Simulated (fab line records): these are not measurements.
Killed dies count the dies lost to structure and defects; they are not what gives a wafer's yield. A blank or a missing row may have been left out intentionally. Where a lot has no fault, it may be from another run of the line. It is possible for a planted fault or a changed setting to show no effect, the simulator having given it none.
Which tool did it? + flow gf180mcu + 18 wafers from 6 lots sampled at 2 of the route's 602 steps

## WHAT EACH GAUGE READ, for each wafer
GF_POLY_GATE_OVL_MEAS_11.
| lot  | measured     | on         | POLY_GATE_OVL (nm) |
|------|--------------|------------|--------------------|
| L878 | day 12 01:59 | overlay-02 | -1 -2 -6           |
| L881 | day 12 13:08 | overlay-01 | 4 -5 -4            |
| L883 | day 12 21:52 | overlay-02 | -11 -10 -10        |
| L889 | day 14 17:20 | overlay-01 | -1 -10 -9          |
| L891 | day 15 05:44 | overlay-02 | 3 -2 3             |
| L894 | day 16 08:02 | overlay-02 | -12 -7 -14         |

## WHICH TOOL RAN EACH LOT (tool, then ch and the chambers of the sampled wafers, then the start)
| lot  | GF_VT_IMPLANT_RTA_45             |
|------|----------------------------------|
| L878 | rtp_anneal-01 ch 0, day 10 00:34 |
| L881 | rtp_anneal-01 ch 0, day 10 17:26 |
| L883 | rtp_anneal-02 ch 0, day 10 23:13 |
| L889 | rtp_anneal-01 ch 0, day 12 14:22 |
| L891 | rtp_anneal-02 ch 0, day 13 05:28 |
| L894 | rtp_anneal-02 ch 0, day 14 03:27 |
- GF_VT_IMPLANT_RTA_45: time 30 s.

## THE ANSWER, worked out from the rows above alone
Rule: usual is defined by the lots themselves. The widest of any qualifying gaps counts: lots, ordered by their means at a reading, are off when they make up no more than a third of the lots, leave a main group of 4 or more, and stand apart from it by 3 or more times the standard deviation of that group's means. A main group whose means are all the same, to the digits that the tables above print for the reading, isn't used. Also off: a lot with no number at a reading for which 4 or more lots have one. Any other lot the step has rows for is counted as sound.
No lot is off at any reading shown: from this, nothing can be told.

## WHAT HAD BEEN PUT IN BY THE SIMULATOR
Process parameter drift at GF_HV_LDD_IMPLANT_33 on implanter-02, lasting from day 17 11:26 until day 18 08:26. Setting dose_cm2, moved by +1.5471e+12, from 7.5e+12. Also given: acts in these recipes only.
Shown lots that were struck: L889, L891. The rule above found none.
